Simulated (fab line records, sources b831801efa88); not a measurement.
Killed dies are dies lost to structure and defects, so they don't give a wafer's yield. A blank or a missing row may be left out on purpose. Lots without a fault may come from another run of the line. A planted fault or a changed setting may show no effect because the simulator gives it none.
fab line records | flow sky130
record lots=6 wafers=18 last_day=50
route steps=708 shown GATE_OXIDE@197 POLY_GATE@204 RES_PROTECT@206 PAD_OPEN@708
lots that met no fault: from a run of the same line without faults
start_h: hours from the record's first day to the start of the lot's first wafer shown | wait_h: hours since the lot's step before | " the same as in the row above | L1.1+2: a row that stands for several wafers | - no value, or no start given | * or withheld: withheld | < > ~ a bound
route shown NAME@n: a module of which the file shows steps, and the number in the route of the first | usual: mean/standard deviation of fault-free wafers | same: alike in all rows | chamber/n: place in a boat | sites: the reading at each site | _std_site: their standard deviation | _edge_site: outer sites' mean less inner sites' | radius_mm: how far each site lies from the wafer's centre | mask NAME#n: copy n | behind: the tool/chamber that last shaped the wafer | hold: why the lot was held/for how many hours/how that ended | device: the transistor (n, p or np) that didn't switch | end of line: the same wafers' tests at the end of the route | a step without rows: its recipe alone | killed: dies lost to structure and defects at the first sort, not the wafer's yield | map: a wafer's dies, x killed, . not, _ none there
set.NAME: the setting as run; set.NAME@STEP: as run at that earlier step | model.NAME: the simulator's own value behind a step, which no gauge read
lots at some steps of the route; a table a step, a row a wafer
services: from which hour (start_h, from the record's first day; less than 0 if before it) a tool's chamber was out of use, for how many hours, and why
## steps
# step SKY_GATE_OXIDE_OVL_MEAS_10
# usual GATE_OXIDE_OVL=0.0/1.3
# columns lot.wafer tool chamber start_h wait_h GATE_OXIDE_OVL[nm]
L403.2 overlay-02 - 371.72 0.1 1.2
L403.3 " - " " 3.8
L403.6 " - " " 1.6
L405.1 overlay-02 - 383.41 0.1 1.2
L405.4 " - " " 1.2
L405.5 " - " " 0.2
L408.1 overlay-02 - 403.45 0.1 -2.0
L408.3 " - " " -0.4
L408.4 " - " " 1.3
L410.1 overlay-01 - 424.95 0.1 0.1
L410.2 " - " " -0.7
L410.3 " - " " -0.6
L414.1 overlay-02 - 457.55 0.1 3.1
L414.3 " - " " 2.6
L414.5 " - " " 2.6
L420.1 overlay-02 - 506.60 0.1 -0.6
L420.5 " - " " 0.0
L420.6 " - " " 1.6
# step SKY_GATE_OXIDE_IMPLANT_11
# recipe species=B energy_kev=10 dose_cm2=2.6e+12 tilt_deg=withheld
# step SKY_GATE_OXIDE_WET_ETCH_12
# recipe chemistry=dHF target_depth_nm=16.8 dry=n2_spin target=SiO2 dilution=100:1 temp_c=25 time_s=336
# step SKY_GATE_OXIDE_STRIP_13
# recipe chemistry=O2/N2 power_w=1400 pressure_mtorr=1500 platen_temp_c=withheld o2_flow_sccm=3000 n2_flow_sccm=300 overash_fraction=0.5
# usual drypump_motor_current_A=5.5/0.45 oes_product_au=0.715/0.0046 strip_time_to_endpoint_s=14.18/0.037
# columns lot.wafer tool chamber start_h wait_h drypump_motor_current_A oes_product_au rf_hours_counter_h strip_time_to_endpoint_s
L403.2 plasma_asher-01 0 372.00 0.0 6.2 0.708 68 14.12
L403.3 " 1 " " 5.0 0.717 - 14.14
L403.6 " 0 " " 6.1 0.717 - 14.15
L405.1 plasma_asher-02 1 383.70 0.0 5.7 0.720 68 14.23
L405.4 " 1 " " 5.7 0.718 - 14.19
L405.5 " 1 " " 5.7 0.716 - 14.17
L408.1 plasma_asher-02 1 403.74 0.0 5.7 0.725 71 14.17
L408.3 " 1 " " 5.7 0.717 - 14.17
L408.4 " 0 " " 5.1 0.713 - 14.20
L410.1 plasma_asher-02 1 425.25 0.0 5.7 0.714 73 14.23
L410.2 " 0 " " 5.0 0.715 73 14.24
L410.3 " 1 " " 5.7 0.711 - 14.28
L414.1 plasma_asher-04 0 457.84 0.0 5.1 0.717 64 14.15
L414.3 " 0 " " 5.1 0.714 - 14.12
L414.5 " 0 " " 5.1 0.707 - 14.14
L420.1 plasma_asher-04 0 506.89 0.0 5.1 0.713 70 14.18
L420.5 " 1 " " 5.8 0.713 - 14.20
L420.6 " 0 " " 5.1 0.715 - 14.17
# step SKY_GATE_OXIDE_TW_MEAS_14
# usual GATE_OXIDE_TW=225.1/1.7
# columns lot.wafer tool chamber start_h wait_h GATE_OXIDE_TW
L403.2 film_metro-03 - 372.11 0.1 226.0
L403.3 " - " " 225.2
L403.6 " - " " 225.7
L405.1 film_metro-01 - 383.80 0.1 226.0
L405.4 " - " " 228.0
L405.5 " - " " 225.4
L408.1 film_metro-04 - 403.84 0.1 221.3
L408.3 " - " " 222.7
L408.4 " - " " 223.2
L410.1 film_metro-03 - 425.35 0.1 226.0
L410.2 " - " " 224.5
L410.3 " - " " 225.3
L414.1 film_metro-04 - 457.94 0.1 223.9
L414.3 " - " " 223.4
L414.5 " - " " 222.7
L420.1 film_metro-03 - 506.99 0.1 226.2
L420.5 " - " " 226.5
L420.6 " - " " 225.6
# step SKY_GATE_OXIDE_CLEAN_15
# recipe chemistry=SC1/SC2 mix=1:4:20 temp_c=70 time_s=150 dry=n2_spin
# step SKY_GATE_OXIDE_OXIDATION_16
# recipe temp_c=800 ambient=O2 idle_temp_c=700 ramp_up_c_per_min=10 ramp_down_c_per_min=3 stabilise_s=600 purge_s=300 target_thk_a=35.7 ox_time_s=1915
# step SKY_POLY_GATE_CVD_00
# recipe material=poly-Si target_thk_nm=180 temp_c=620 time_s=720 pressure_mtorr=200
# step SKY_POLY_GATE_THK_MEAS_01
# recipe reads=poly-Si_of_POLY_GATE_CVD_00
# usual POLY_GATE_CVD_00_THK=179.4/2
# columns lot.wafer tool chamber start_h wait_h POLY_GATE_CVD_00_THK[nm]
L403.2 film_metro-03 - 375.12 0.0 180.1
L403.3 " - " " 178.9
L403.6 " - " " 181.6
L405.1 film_metro-01 - 388.12 0.0 177.1
L405.4 " - " " 178.0
L405.5 " - " " 178.0
L408.1 film_metro-01 - 407.74 0.0 178.1
L408.3 " - " " 176.8
L408.4 " - " " 177.3
L410.1 film_metro-03 - 429.36 0.0 179.0
L410.2 " - " " 178.2
L410.3 " - " " 179.9
L414.1 film_metro-01 - 460.78 0.0 181.6
L414.3 " - " " 182.3
L414.5 " - " " 182.7
L420.1 film_metro-02 - 509.83 0.0 176.5
L420.5 " - " " 178.8
L420.6 " - " " 176.9
# step SKY_RES_PROTECT_DEHYDRATE_00
# recipe temp_c=200 time_s=60
# step SKY_RES_PROTECT_HMDS_01
# recipe prime_time_s=60 prime_temp_c=120
# step SKY_RES_PROTECT_COAT_02
# recipe resist=NOVOLAK spin_rpm=3000 resist_thk_nm=1140
# step SKY_RES_PROTECT_SOFTBAKE_03
# recipe temp_c=90 time_s=60 resist=NOVOLAK
# usual exhaust_pa=45.1/0.87 heater_power_total_W=56.60/0.049 run_length_s=89.32/0.21
# columns lot.wafer tool chamber start_h wait_h exhaust_pa heater_power_total_W run_length_s
L403.2 litho_track-02 0 389.23 0.1 46.1 56.68 89.45
L403.3 " 0 " " 44.4 57.84 86.04
L403.6 " 0 " " 45.6 56.63 89.52
L405.1 litho_track-02 0 402.10 0.1 46.7 56.54 89.40
L405.4 " 0 " " 45.6 57.91 85.74
L405.5 " 0 " " 45.0 57.73 85.84
L408.1 litho_track-01 0 422.71 0.1 43.3 56.52 89.32
L408.3 " 0 " " 45.4 56.54 89.37
L408.4 " 0 " " 43.1 56.62 89.29
L410.1 litho_track-01 0 444.96 0.1 45.8 56.60 89.51
L410.2 " 0 " " 46.5 56.56 89.50
L410.3 " 0 " " 46.2 56.65 89.37
L414.1 litho_track-03 0 475.87 0.1 44.9 56.59 89.03
L414.3 " 0 " " 45.1 56.54 89.08
L414.5 " 0 " " 44.5 56.58 89.03
L420.1 litho_track-02 0 524.45 0.1 44.4 56.57 89.36
L420.5 " 0 " " 45.1 56.67 89.50
L420.6 " 0 " " 43.0 56.63 89.32
# step SKY_RES_PROTECT_EXPOSE_04
# recipe mask_id=RPM na=0.6 source_shape=conventional sigma_outer=0.6 polarization=unpolarized target_cd_nm=1270 dose_mj=131
# step SKY_PAD_OPEN_PROBE_99
# usual killed_at_M0_to_M3=43/6.6 killed_at_M4_up=2.9/1.6 killed_at_contacts=24/4.9 killed_at_front_end=15/4.5 killed_at_other=0.2/0.45 killed_dies=86/8.8 killed_open=48/6.4 killed_short=38/5.6
# same gross_dies=492 killed_at_back_side=0
# columns lot.wafer tool chamber start_h wait_h killed_at_M0_to_M3 killed_at_M4_up killed_at_contacts killed_at_front_end killed_at_other killed_dies killed_open killed_short
L403.2 prober-02 - 1124.98 0.1 38 0 21 13 0 72 41 31
L403.3 prober-02 - 1125.03 0.2 39 6 29 15 0 89 51 38
L403.6 prober-02 - 1125.18 0.2 37 0 22 17 0 76 46 30
L405.1 prober-02 - 1133.39 0.1 50 3 23 20 1 97 51 46
L405.4 prober-02 - 1133.54 0.2 48 1 19 13 0 81 43 38
L405.5 prober-02 - 1133.59 0.2 44 1 15 12 0 72 37 35
L408.1 prober-02 - 1149.58 0.1 37 2 28 17 0 84 40 44
L408.3 prober-02 - 1149.68 0.2 34 1 28 20 0 83 51 32
L408.4 prober-02 - 1149.73 0.2 52 4 24 16 0 96 53 43
L410.1 prober-01 - 1157.48 0.1 32 4 22 10 1 69 44 25
L410.2 prober-01 - 1157.53 0.1 52 4 25 12 1 94 56 38
L410.3 prober-01 - 1157.58 0.2 49 2 28 10 0 89 57 32
L414.1 prober-01 - 1178.68 0.1 41 5 28 15 1 90 49 41
L414.3 prober-01 - 1178.78 0.2 35 2 24 11 0 72 35 37
L414.5 prober-01 - 1178.88 0.2 49 0 23 21 0 93 54 39
L420.1 prober-01 - 1204.80 0.1 30 3 25 24 1 83 48 35
L420.5 prober-01 - 1205.00 0.2 42 4 28 13 0 87 50 37
L420.6 prober-01 - 1205.05 0.2 40 4 33 18 0 95 47 48
# killed by level:class
L403.2 VIA3:geometric_particle:open=11 CONTACT:geometric_particle:open=7 METAL2:geometric_particle:short=5 CONTACT:geometric_particle:short=4 VIA1:geometric_particle:open=4 METAL1:geometric_particle:short=4 VIA2:geometric_particle:open=4 FIELD_ISO:geometric_particle:short=3
L403.3 CONTACT:geometric_particle:open=18 VIA2:geometric_particle:open=9 VIA3:geometric_particle:open=8 POLY_GATE:geometric_particle:short=6 METAL4:geometric_particle:short=5 FIELD_ISO:geometric_particle:short=4 METAL1:geometric_particle:short=4 LI_CONTACT:geometric_particle:open=3
L403.6 VIA2:geometric_particle:open=8 LI_CONTACT:geometric_particle:open=7 CONTACT:geometric_particle:open=6 POLY_GATE:geometric_particle:open=5 VIA3:geometric_particle:open=5 SPACER:geometric_particle:short=4 METAL2:geometric_particle:short=4 FIELD_ISO:geometric_particle:open=3
L405.1 VIA1:geometric_particle:open=14 METAL1:geometric_particle:short=9 CONTACT:geometric_particle:open=8 VIA1:geometric_particle:short=6 FIELD_ISO:geometric_particle:open=5 POLY_GATE:geometric_particle:short=5 LI_CONTACT:geometric_particle:open=5 VIA2:geometric_particle:open=5
L405.4 VIA1:geometric_particle:open=11 FIELD_ISO:geometric_particle:short=7 CONTACT:geometric_particle:open=7 VIA2:geometric_particle:open=7 VIA3:geometric_particle:open=7 CONTACT:geometric_particle:short=6 METAL1:geometric_particle:short=5 VIA2:geometric_particle:short=5
L405.5 VIA1:geometric_particle:open=13 METAL1:geometric_particle:short=8 LI_CONTACT:geometric_particle:open=6 FIELD_ISO:geometric_particle:short=4 VIA2:geometric_particle:open=4 CONTACT:geometric_particle:open=4 METAL2:geometric_particle:short=4 VIA2:geometric_particle:short=4
L408.1 CONTACT:geometric_particle:open=9 LI_CONTACT:geometric_particle:open=6 LOCAL_INTERCONNECT:geometric_particle:short=6 CONTACT:geometric_particle:short=6 VIA1:geometric_particle:open=6 VIA1:geometric_particle:short=5 METAL3:geometric_particle:short=5 FIELD_ISO:geometric_particle:short=4
L408.3 LI_CONTACT:geometric_particle:open=9 CONTACT:geometric_particle:open=9 VIA1:geometric_particle:open=9 FIELD_ISO:geometric_particle:open=8 FIELD_ISO:geometric_particle:short=6 VIA2:geometric_particle:open=4 LOCAL_INTERCONNECT:geometric_particle:short=4 VIA1:geometric_particle:short=4
L408.4 VIA1:geometric_particle:open=13 VIA3:geometric_particle:open=9 METAL2:geometric_particle:short=7 CONTACT:geometric_particle:short=7 LI_CONTACT:geometric_particle:open=6 CONTACT:geometric_particle:open=6 VIA2:geometric_particle:open=6 FIELD_ISO:geometric_particle:open=4
L410.1 CONTACT:geometric_particle:open=11 VIA1:geometric_particle:open=9 VIA3:geometric_particle:open=7 LI_CONTACT:geometric_particle:open=6 VIA1:geometric_particle:short=5 FIELD_ISO:geometric_particle:short=4 CONTACT:geometric_particle:short=3 FIELD_ISO:geometric_particle:open=2
L410.2 VIA1:geometric_particle:open=12 VIA3:geometric_particle:open=12 VIA1:geometric_particle:short=9 LI_CONTACT:geometric_particle:open=8 CONTACT:geometric_particle:open=7 CONTACT:geometric_particle:short=5 POLY_GATE:geometric_particle:short=4 LOCAL_INTERCONNECT:geometric_particle:short=4
L410.3 CONTACT:geometric_particle:open=15 VIA1:geometric_particle:open=11 VIA3:geometric_particle:open=10 LI_CONTACT:geometric_particle:open=5 METAL2:geometric_particle:short=5 FIELD_ISO:geometric_particle:open=4 VIA3:geometric_particle:short=4 METAL1:geometric_particle:open=4
L414.1 CONTACT:geometric_particle:open=11 LI_CONTACT:geometric_particle:open=7 VIA1:geometric_particle:short=7 METAL2:geometric_particle:short=7 VIA1:geometric_particle:open=6 VIA3:geometric_particle:open=6 POLY_GATE:geometric_particle:open=5 CONTACT:geometric_particle:short=5
L414.3 LI_CONTACT:geometric_particle:open=9 VIA1:geometric_particle:open=7 VIA1:geometric_particle:short=6 CONTACT:geometric_particle:short=5 METAL3:geometric_particle:short=5 POLY_GATE:geometric_particle:short=4 CONTACT:geometric_particle:open=4 POLY_GATE:geometric_particle:open=3
L414.5 VIA1:geometric_particle:open=17 VIA3:geometric_particle:open=11 CONTACT:geometric_particle:open=7 POLY_GATE:geometric_particle:short=5 POLY_GATE:geometric_particle:open=5 VIA1:geometric_particle:short=5 CONTACT:geometric_particle:short=5 FIELD_ISO:geometric_particle:open=4
L420.1 POLY_GATE:geometric_particle:short=9 LI_CONTACT:geometric_particle:open=9 CONTACT:geometric_particle:open=8 VIA2:geometric_particle:open=7 VIA1:geometric_particle:open=6 VIA3:geometric_particle:open=6 POLY_GATE:geometric_particle:open=5 FIELD_ISO:geometric_particle:short=4
L420.5 LI_CONTACT:geometric_particle:open=12 CONTACT:geometric_particle:open=9 METAL1:geometric_particle:short=7 VIA3:geometric_particle:open=7 METAL2:geometric_particle:short=7 POLY_GATE:geometric_particle:open=6 SPACER:geometric_particle:open=4 CONTACT:geometric_particle:short=4
L420.6 CONTACT:geometric_particle:open=10 VIA2:geometric_particle:open=9 CONTACT:geometric_particle:short=8 LI_CONTACT:geometric_particle:open=7 METAL2:geometric_particle:short=7 POLY_GATE:geometric_particle:short=5 VIA3:geometric_particle:open=5 FIELD_ISO:geometric_particle:open=4
## services
# columns tool chamber start_h hours kind
plasma_asher-01 - 354.91 8.8 repair
plasma_asher-01 - 375.18 12.4 pm
plasma_asher-01 - 421.25 9.0 pm
plasma_asher-01 0 421.25 9.0 vent_cycle
plasma_asher-01 1 421.25 9.0 vent_cycle
plasma_asher-01 0 430.25 - clean
plasma_asher-01 1 430.25 - clean
plasma_asher-01 - 470.70 3.5 repair
plasma_asher-02 - 481.67 1.0 repair
plasma_asher-02 - 494.16 0.9 repair
plasma_asher-01 - 494.59 1.1 repair
plasma_asher-01 - 504.35 7.3 repair
## key
first_sign step=SKY_RES_PROTECT_SOFTBAKE_03 reading=heater_power_total_W direction=up sigmas=25 usual=* struck=*
effect step=SKY_RES_PROTECT_SOFTBAKE_03 reading=run_length_s direction=down sigmas=16 usual=* struck=*
met_at SKY_RES_PROTECT_SOFTBAKE_03
struck_wafers L403.3,L405.4,L405.5
tester_left_out L403,L405
fault kind=process_parameter_drift tool=litho_track-02 chamber=- onset_h=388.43 steps=SKY_RES_PROTECT_SOFTBAKE_03 channel=time_s offset=* shape=step end_h=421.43 scope=struck_wafers_only acts_in=* stated=*
# tester_left_out: of these lots the tester's yield and bins aren't shown, on N5 and GAA mostly nor the transistor test; their killed dies are dies lost to structure and defects alone, not to doping, threshold or leakage, so they don't give the yield
